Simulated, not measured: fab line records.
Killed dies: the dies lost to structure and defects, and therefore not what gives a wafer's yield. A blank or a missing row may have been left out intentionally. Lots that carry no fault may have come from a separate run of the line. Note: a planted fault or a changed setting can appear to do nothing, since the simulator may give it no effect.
Problem report in the 8D (eight disciplines) form, filled by code :: flow sky130 :: the parts of the form that need people (team, actions taken, sign-off) are left out

1. THE ISSUE
At SKY_METAL5_SPUTTER_04, chamber-pressure-pa averages 0.4162 Pa over 2 wafers from 2 lots, while fault-free wafers read 0.4001 Pa, standard deviation 0.00075. Relative to the usual mean, that is a shift of +21 standard deviations.
The step: material TiN, target thk 70 nm, time 58.3 s.
The first sign was on wafer L379.2 at day 44 11:54, on pvd-sputter-03. At this step, 36 wafers from 12 lots have a number in the record. The rule behind "out" and "out of limits": a value lying over 4 standard deviations away from the usual mean. The rest of the wafers with a number are treated as sound.

2. WHAT IT IS AND WHAT IT IS NOT
question: which readings at this step
is: chamber-pressure-pa
is not: throttle-valve-pct

question: which lots
is: L379, L381
is not: L373, L385, L386, L388, L389, L390, L391, L392, L395, L396

question: which wafers of those lots
is: L379.2, L381.2
is not: L379.1, L379.3, L381.1, L381.5

question: read on which tools
is: pvd-sputter-03
is not: pvd-sputter-01, pvd-sputter-04

question: when
is: from day 44 11:54
is not: up to then (5 sound wafers); but 29 sound wafers of L381, L385, L386, L388, L389, L390, L391, L392, L395, L396 came after

3. THE SUSPECTS, EACH WITH WHAT RULES IT OUT
Counting: if a tool at a process step up to the reading ran every lot that is out, it stays a suspect. Sound lots after the first of them don't rule it out here, since some wafers of a struck lot are sound.
- cvd-w-01 at SKY_VIA4_CVD_18 (deposits W, target thk 505 nm, time 152.14 s): kept. Every lot that is out went through it, the first being L379 (day 44 11:09); the last sound lot it ran before that was L373 (day 42 01:27).
- pvd-sputter-03 at SKY_METAL5_SPUTTER_00 (material Ti, target thk 15 nm, time 10 s): kept. It ran every lot that is out, first L379 (day 44 11:47).
- pvd-sputter-03 at SKY_METAL5_SPUTTER_04 (material TiN, target thk 70 nm, time 58.3 s): kept. It ran every lot that is out, first L379 (day 44 11:54). Out on those wafers are its own readings of chamber-pressure-pa.
Still standing after the count: cvd-w-01 at SKY_VIA4_CVD_18, pvd-sputter-03 at SKY_METAL5_SPUTTER_00, pvd-sputter-03 at SKY_METAL5_SPUTTER_04.

4. THE CAUSE (what the simulator had put in)
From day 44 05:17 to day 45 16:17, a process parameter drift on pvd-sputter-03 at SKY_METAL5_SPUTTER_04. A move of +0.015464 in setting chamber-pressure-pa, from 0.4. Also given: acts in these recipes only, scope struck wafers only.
Counting left 3 suspects, and this tool is among them.

5. THE CHAIN OF EFFECTS, in route order
One row per reading whose mean, taken over the struck wafers that have a number, lies over 3 standard deviations from the usual. Readings are gone through only where the record gives a usual standard deviation; hours: the median, over the lots, of the time from a lot's start at the first step in this table giving one to that lot's start at this step; sigmas: the change measured in usual standard deviations.
hours: 0
step: SKY_METAL5_SPUTTER_04
reading: chamber-pressure-pa
usual: 0.4001 Pa
on struck wafers: 0.4162
change: +0.0161
sigmas: +21
It contains these process steps:
- SKY_METAL5_SPUTTER_04: material TiN, target thk 70 nm, time 58.3 s.

6. HOW IT WOULD HAVE BEEN CAUGHT EARLIER
The fault began at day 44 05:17; the first out-of-limits reading in this record came at day 44 11:54, 7 hours later.
